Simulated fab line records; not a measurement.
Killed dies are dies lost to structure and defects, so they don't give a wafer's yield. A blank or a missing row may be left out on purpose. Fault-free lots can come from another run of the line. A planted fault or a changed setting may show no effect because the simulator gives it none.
A single fault, viewed from 2 desks / flow gf180mcu / every desk sees just its own numbers, and what lay behind them comes last

THE TOOL OWNER'S DESK: wet bench-03
The tool's own readings at GF_STI_WET_ETCH_28 (etches SiO2 in dHF, target depth 20 nm, time 40 s): means of the sampled wafers that have a number, for each lot that ran on this tool. Any lot whose mean is over 4 standard deviations away from the usual mean is out of limits and marked OUT; that distance is given in the brackets.
Columns: A = run length s at GF_STI_WET_ETCH_28, usual 67.7 s
lot=L675; first seen here=day 2 20:35; A=67.2
lot=L677; first seen here=day 3 05:58; A=66.1
lot=L678; first seen here=day 3 12:31; A=66.8
lot=L680; first seen here=day 3 23:40; A=72.1
lot=L681; first seen here=day 4 03:11; A=72.3
lot=L687; first seen here=day 5 10:04; A=44.5 (-9.3) OUT
lot=L688; first seen here=day 5 13:58; A=51.0 (-6.7) OUT
lot=L689; first seen here=day 5 20:23; A=44.8 (-9.2) OUT
This desk finds L687, L688, L689 out of limits, L687 being first, at day 5 10:04 (run length s at GF_STI_WET_ETCH_28). L675, L677, L678, L680, L681 stayed within limits.

METROLOGY DESK
Means of the sampled wafers that have a number, per lot and without regard to the tool the lot ran on: this is what the gauges read. Any lot whose mean is over 4 standard deviations away from the usual mean is out of limits and marked OUT; that distance is given in the brackets.
Columns: A = STI_CVD_23_THK at GF_STI_THK_MEAS_24, usual 651 nm; B = MVSD_TW at GF_MVSD_TW_MEAS_11, usual 1584
lot=L674; first seen here=day 2 15:14; A=646; B=1623
lot=L675; first seen here=day 2 19:40; A=650; B=1575
lot=L676; first seen here=day 3 01:07; A=649; B=1567
lot=L677; first seen here=day 3 05:02; A=647; B=1570
lot=L678; first seen here=day 3 11:35; A=654; B=1572
lot=L679; first seen here=day 3 18:56; A=645; B=1572
lot=L680; first seen here=day 3 20:48; A=645; B=1625
lot=L681; first seen here=day 4 02:16; A=648; B=1566
lot=L687; first seen here=day 5 09:07; A=652; B=1627
lot=L688; first seen here=day 5 13:02; A=657; B=1579
lot=L689; first seen here=day 5 18:57; A=658; B=1567
lot=L691; first seen here=day 6 06:14; A=658; B=1566
lot=L692; first seen here=day 6 11:13; A=650; B=1565
lot=L693; first seen here=day 6 20:31; A=651; B=1563
Finding of this desk: none of the 14 lots has anything out of limits.

BROUGHT TOGETHER
The tool owner's desk could have raised an alarm at day 5 10:04, on L687, L688, L689.
At the metrology desk, nothing out of limits was observed.
The metrology desk has L687, L688, L689 on record, within its limits.
All the named lots went through GF_STI_WET_ETCH_28 on wet bench-03.

WHAT THE SIMULATOR HAD PUT IN
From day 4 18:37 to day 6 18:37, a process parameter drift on wet bench-03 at GF_STI_WET_ETCH_28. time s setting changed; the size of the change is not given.
Lots struck among those shown: L687, L688, L689.
Time in hours from fault onset to the first out-of-limits reading at each desk: the tool owner's desk, 15.
